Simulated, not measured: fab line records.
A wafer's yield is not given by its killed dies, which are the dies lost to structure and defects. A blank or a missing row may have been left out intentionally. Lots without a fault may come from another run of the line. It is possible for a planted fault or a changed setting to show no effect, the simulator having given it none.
The tool behind it: which one?	flow sky130	at 1 step of a route of 708, 12 lots with 36 wafers sampled

WHAT THE GAUGES READ, wafer by wafer
SKY_METAL1_THK_MEAS_06: measures by xrf.
lot	measured	on	METAL1_ALCU_THK (nm)
L076	day 31 13:08	film-metro-03	258.7 256.1 256.0
L077	day 32 09:11	film-metro-04	256.7 253.2 250.4
L079	day 33 05:35	film-metro-02	255.6 256.0 255.6
L081	day 33 19:44	film-metro-02	254.0 251.5 255.0
L083	day 34 09:22	film-metro-02	257.0 255.4 257.2
L085	day 34 23:20	film-metro-04	253.4 249.0 251.8
L087	day 35 15:46	film-metro-02	256.1 260.3 261.1
L089	day 36 09:12	film-metro-02	258.1 257.9 257.2
L091	day 37 15:12	film-metro-02	253.2 252.8 254.6
L093	day 38 04:16	film-metro-02	252.5 256.3 258.1
L094	day 38 18:33	film-metro-04	258.4 257.3 253.7
L097	day 40 09:08	film-metro-03	254.7 254.7 259.1

WHICH TOOL RAN EACH LOT (tool, then ch and the chambers of the sampled wafers, then the start)
Record: no process step prior to these readings.

THE ANSWER, worked out from the rows above alone
Rule: the usual values come from the lots themselves. Put in order of their means at a reading, lots are off if they are a third of the lots or fewer, leave a main group of 4 or more, and stand apart from it by a gap of 3 or more times the standard deviation of the main group's means; of several such gaps the widest counts. The tables above print the reading to a certain number of digits; a main group whose means all agree to those digits is not used. Also off: a lot with no number at a reading for which 4 or more lots have one. All remaining lots with rows at the step are treated as sound.
Nothing can be told from this: no lot is off at any reading shown.

WHAT THE SIMULATOR HAD INSERTED
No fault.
